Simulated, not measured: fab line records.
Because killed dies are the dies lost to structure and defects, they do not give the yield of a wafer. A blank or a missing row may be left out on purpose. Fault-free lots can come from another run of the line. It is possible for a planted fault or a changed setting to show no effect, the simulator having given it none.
What tool caused it? :: flow gf180mcu :: 39 wafers from 13 lots sampled at 4 of the route's 602 steps

== WHAT THE GAUGES SHOWED, per wafer ==
GF_CONTACT_CD_MEAS_14: the cd target is 220 nm.
lot: L252
measured: day 15 23:12
on: cd_sem-01
cd_nm (nm): 220.2 218.7 218.2

lot: L253
measured: day 16 09:25
on: cd_sem-01
cd_nm (nm): 220.0 220.6 220.8

lot: L254
measured: day 16 19:31
on: cd_sem-02
cd_nm (nm): 220.0 220.9 219.7

lot: L255
measured: day 17 07:30
on: cd_sem-02
cd_nm (nm): 219.9 218.9 218.2

lot: L256
measured: day 17 16:20
on: cd_sem-01
cd_nm (nm): 218.4 220.8 220.0

lot: L257
measured: day 17 22:43
on: cd_sem-01
cd_nm (nm): 218.2 221.1 219.5

lot: L258
measured: day 18 06:07
on: cd_sem-01
cd_nm (nm): 220.3 219.7 219.9

lot: L259
measured: day 18 16:19
on: cd_sem-01
cd_nm (nm): 219.8 219.1 216.9

lot: L269
measured: day 22 08:59
on: cd_sem-02
cd_nm (nm): 222.0 220.3 221.9

lot: L271
measured: day 22 23:13
on: cd_sem-02
cd_nm (nm): 220.6 219.0 220.8

lot: L273
measured: day 23 16:15
on: cd_sem-01
cd_nm (nm): 218.1 219.8 219.9

lot: L274
measured: day 23 20:50
on: cd_sem-01
cd_nm (nm): 218.1 217.6 218.4

lot: L275
measured: day 24 05:21
on: cd_sem-02
cd_nm (nm): 220.5 221.0 218.5

GF_M1_RS_MEAS_05: measurement is done with a four-point probe.
lot: L252
measured: day 16 00:49
on: film_metro-02
M1_ALCU_RS (ohm/sq): 0.0694 0.0700 0.0691

lot: L253
measured: day 16 11:03
on: film_metro-01
M1_ALCU_RS (ohm/sq): 0.0701 0.0704 0.0703

lot: L254
measured: day 16 21:01
on: film_metro-03
M1_ALCU_RS (ohm/sq): 0.0687 0.0685 0.0681

lot: L255
measured: day 17 09:01
on: film_metro-03
M1_ALCU_RS (ohm/sq): 0.0700 0.0693 0.0698

lot: L256
measured: day 17 18:01
on: film_metro-01
M1_ALCU_RS (ohm/sq): 0.0702 0.0694 0.0706

lot: L257
measured: day 18 00:20
on: film_metro-01
M1_ALCU_RS (ohm/sq): 0.0691 0.0696 0.0694

lot: L258
measured: day 18 07:40
on: film_metro-01
M1_ALCU_RS (ohm/sq): 0.0701 0.0694 0.0694

lot: L259
measured: day 18 17:50
on: film_metro-01
M1_ALCU_RS (ohm/sq): 0.0688 0.0693 0.0690

lot: L269
measured: day 22 10:32
on: film_metro-02
M1_ALCU_RS (ohm/sq): 0.0697 0.0685 0.0691

lot: L271
measured: day 23 00:44
on: film_metro-02
M1_ALCU_RS (ohm/sq): 0.0693 0.0695 0.0688

lot: L273
measured: day 23 17:46
on: film_metro-01
M1_ALCU_RS (ohm/sq): 0.0696 0.0702 0.0701

lot: L274
measured: day 23 22:36
on: film_metro-03
M1_ALCU_RS (ohm/sq): 0.0696 0.0695 0.0694

lot: L275
measured: day 24 06:58
on: film_metro-03
M1_ALCU_RS (ohm/sq): 0.0709 0.0714 0.0709

== EACH LOT AND THE TOOL THAT RAN IT (in order: tool; ch and the chambers of the sampled wafers; start) ==
lot: L252
GF_MVSD_STRIP_10: plasma_asher-04 ch 0,1, day 4 11:32
GF_SALICIDE_RTA_06: rtp_anneal-02 ch 0, day 15 01:21

lot: L253
GF_MVSD_STRIP_10: plasma_asher-01 ch 0,1, day 4 16:31
GF_SALICIDE_RTA_06: rtp_anneal-02 ch 0, day 15 10:50

lot: L254
GF_MVSD_STRIP_10: plasma_asher-04 ch 0,1, day 4 21:08
GF_SALICIDE_RTA_06: rtp_anneal-01 ch 0, day 15 20:05

lot: L255
GF_MVSD_STRIP_10: plasma_asher-04 ch 0,1, day 5 03:32
GF_SALICIDE_RTA_06: rtp_anneal-01 ch 0, day 16 08:08

lot: L256
GF_MVSD_STRIP_10: plasma_asher-02 ch 0,1, day 5 09:56
GF_SALICIDE_RTA_06: rtp_anneal-01 ch 0, day 16 16:32

lot: L257
GF_MVSD_STRIP_10: plasma_asher-04 ch 0,1, day 5 15:14
GF_SALICIDE_RTA_06: rtp_anneal-02 ch 0, day 16 23:18

lot: L258
GF_MVSD_STRIP_10: plasma_asher-04 ch 0,1, day 5 21:35
GF_SALICIDE_RTA_06: rtp_anneal-01 ch 0, day 17 05:59

lot: L259
GF_MVSD_STRIP_10: plasma_asher-04 ch 0,1, day 6 02:14
GF_SALICIDE_RTA_06: rtp_anneal-02 ch 0, day 17 15:20

lot: L269
GF_MVSD_STRIP_10: plasma_asher-02 ch 0,1, day 8 14:25
GF_SALICIDE_RTA_06: rtp_anneal-02 ch 0, day 21 08:31

lot: L271
GF_MVSD_STRIP_10: plasma_asher-01 ch 0,1, day 9 01:11
GF_SALICIDE_RTA_06: rtp_anneal-01 ch 0, day 21 22:56

lot: L273
GF_MVSD_STRIP_10: plasma_asher-02 ch 0,1, day 9 12:44
GF_SALICIDE_RTA_06: rtp_anneal-02 ch 0, day 22 16:17

lot: L274
GF_MVSD_STRIP_10: plasma_asher-02 ch 0,1, day 9 18:07
GF_SALICIDE_RTA_06: rtp_anneal-01 ch 0, day 22 21:19

lot: L275
GF_MVSD_STRIP_10: plasma_asher-01 ch 0,1, day 9 22:59
GF_SALICIDE_RTA_06: rtp_anneal-01 ch 0, day 23 06:56
- GF_MVSD_STRIP_10: strips in O2/N2.
- GF_SALICIDE_RTA_06: time 30 s.

== WHAT THE TOOLS THEMSELVES READ (means of the sampled wafers that have a number; where no wafer has one, the mark that the record gives instead) ==
GF_MVSD_STRIP_10.
lot: L252
tool: plasma_asher-04
drypump_motor_current_A (A): 5.91
heater_power_w (W): 363
o2_flow_sccm (sccm): 2993
oes_product_au (a.u.): 0.722
strip_time_to_endpoint_s (s): 36.99

lot: L253
tool: plasma_asher-01
drypump_motor_current_A (A): 6.35
heater_power_w (W): 333
o2_flow_sccm (sccm): 2988
oes_product_au (a.u.): 0.716
strip_time_to_endpoint_s (s): 36.92

lot: L254
tool: plasma_asher-04
drypump_motor_current_A (A): 5.93
heater_power_w (W): 383
o2_flow_sccm (sccm): 2995
oes_product_au (a.u.): 0.723
strip_time_to_endpoint_s (s): 36.93

lot: L255
tool: plasma_asher-04
drypump_motor_current_A (A): 5.92
heater_power_w (W): 370
o2_flow_sccm (sccm): 2996
oes_product_au (a.u.): 0.722
strip_time_to_endpoint_s (s): 36.97

lot: L256
tool: plasma_asher-02
drypump_motor_current_A (A): 5.98
heater_power_w (W): 354
o2_flow_sccm (sccm): 3007
oes_product_au (a.u.): 0.721
strip_time_to_endpoint_s (s): 36.82

lot: L257
tool: plasma_asher-04
drypump_motor_current_A (A): 5.93
heater_power_w (W): 382
o2_flow_sccm (sccm): 3000
oes_product_au (a.u.): 0.743
strip_time_to_endpoint_s (s): 37.00

lot: L258
tool: plasma_asher-04
drypump_motor_current_A (A): 5.93
heater_power_w (W): 380
o2_flow_sccm (sccm): 2998
oes_product_au (a.u.): 0.748
strip_time_to_endpoint_s (s): 36.84

lot: L259
tool: plasma_asher-04
drypump_motor_current_A (A): 5.89
heater_power_w (W): 363
o2_flow_sccm (sccm): 3001
oes_product_au (a.u.): 0.776
strip_time_to_endpoint_s (s): 36.85

lot: L269
tool: plasma_asher-02
drypump_motor_current_A (A): 6.04
heater_power_w (W): 364
o2_flow_sccm (sccm): 3002
oes_product_au (a.u.): 0.720
strip_time_to_endpoint_s (s): 36.94

lot: L271
tool: plasma_asher-01
drypump_motor_current_A (A): 6.05
heater_power_w (W): 347
o2_flow_sccm (sccm): 2998
oes_product_au (a.u.): 0.720
strip_time_to_endpoint_s (s): 36.93

lot: L273
tool: plasma_asher-02
drypump_motor_current_A (A): 6.05
heater_power_w (W): 365
o2_flow_sccm (sccm): 3007
oes_product_au (a.u.): 0.726
strip_time_to_endpoint_s (s): 37.12

lot: L274
tool: plasma_asher-02
drypump_motor_current_A (A): 5.98
heater_power_w (W): 364
o2_flow_sccm (sccm): 3005
oes_product_au (a.u.): 0.726
strip_time_to_endpoint_s (s): 36.83

lot: L275
tool: plasma_asher-01
drypump_motor_current_A (A): 6.34
heater_power_w (W): 330
o2_flow_sccm (sccm): 3001
oes_product_au (a.u.): 0.724
strip_time_to_endpoint_s (s): 37.10

GF_SALICIDE_RTA_06.
lot: L252
tool: rtp_anneal-02
lamp_power_pct (%): 5.49
wafer_temp_C_max: 532.2

lot: L253
tool: rtp_anneal-02
lamp_power_pct (%): 5.49
wafer_temp_C_max: 532.4

lot: L254
tool: rtp_anneal-01
lamp_power_pct (%): 4.91
wafer_temp_C_max: 532.4

lot: L255
tool: rtp_anneal-01
lamp_power_pct (%): 4.91
wafer_temp_C_max: 531.8

lot: L256
tool: rtp_anneal-01
lamp_power_pct (%): 4.90
wafer_temp_C_max: 531.6

lot: L257
tool: rtp_anneal-02
lamp_power_pct (%): 5.49
wafer_temp_C_max: 531.9

lot: L258
tool: rtp_anneal-01
lamp_power_pct (%): 4.91
wafer_temp_C_max: 532.5

lot: L259
tool: rtp_anneal-02
lamp_power_pct (%): 5.49
wafer_temp_C_max: 532.3

lot: L269
tool: rtp_anneal-02
lamp_power_pct (%): 5.49
wafer_temp_C_max: 532.4

lot: L271
tool: rtp_anneal-01
lamp_power_pct (%): 4.91
wafer_temp_C_max: 532.1

lot: L273
tool: rtp_anneal-02
lamp_power_pct (%): 5.49
wafer_temp_C_max: 532.3

lot: L274
tool: rtp_anneal-01
lamp_power_pct (%): 4.90
wafer_temp_C_max: 531.7

lot: L275
tool: rtp_anneal-01
lamp_power_pct (%): 4.90
wafer_temp_C_max: 531.9

== THE ANSWER, worked out from the rows above alone ==
Rule: the usual values come from the lots themselves. The widest of any qualifying gaps counts: lots, ordered by their means at a reading, are off when they make up no more than a third of the lots, leave a main group of 4 or more, and stand apart from it by 3 or more times the standard deviation of that group's means. A main group whose means are all the same, to the digits that the tables above print for the reading, isn't used. Also off: a lot with no number at a reading for which 4 or more lots have one. The other lots that the step has rows for count as sound. Order of review: gauges by route order, followed by the tools' own readings, for which a lot's mean as printed above is used. The first step at which some lot is off is used, and at that step the reading that is off furthest; a lot without a number counts as furthest.
Off at GF_MVSD_STRIP_10 (oes_product_au): L257, L258, L259. The main group has a mean of 0.722 a.u. with a standard deviation of 0.0029.
A tool fits if, at that step or a process step before it, it ran every lot that is off, and no sound lot after the first of them. One candidate fits, namely plasma_asher-04 at GF_MVSD_STRIP_10. A fault onset in the window from L255 (day 5 03:32, its last sound lot) to L257 (day 5 15:14, its first lot off) fits.
The tool's own readings at GF_MVSD_STRIP_10 bear it out: on the lots that are off they differ by more than 5 times the standard deviation of the sound lots' means. oes_product_au reads 0.756 a.u. there against 0.722 a.u. on the sound lots.

== WHAT THE SIMULATOR HAD PUT IN ==
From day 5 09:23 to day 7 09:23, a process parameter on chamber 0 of plasma_asher-04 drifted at GF_MVSD_STRIP_10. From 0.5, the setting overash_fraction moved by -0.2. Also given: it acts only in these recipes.
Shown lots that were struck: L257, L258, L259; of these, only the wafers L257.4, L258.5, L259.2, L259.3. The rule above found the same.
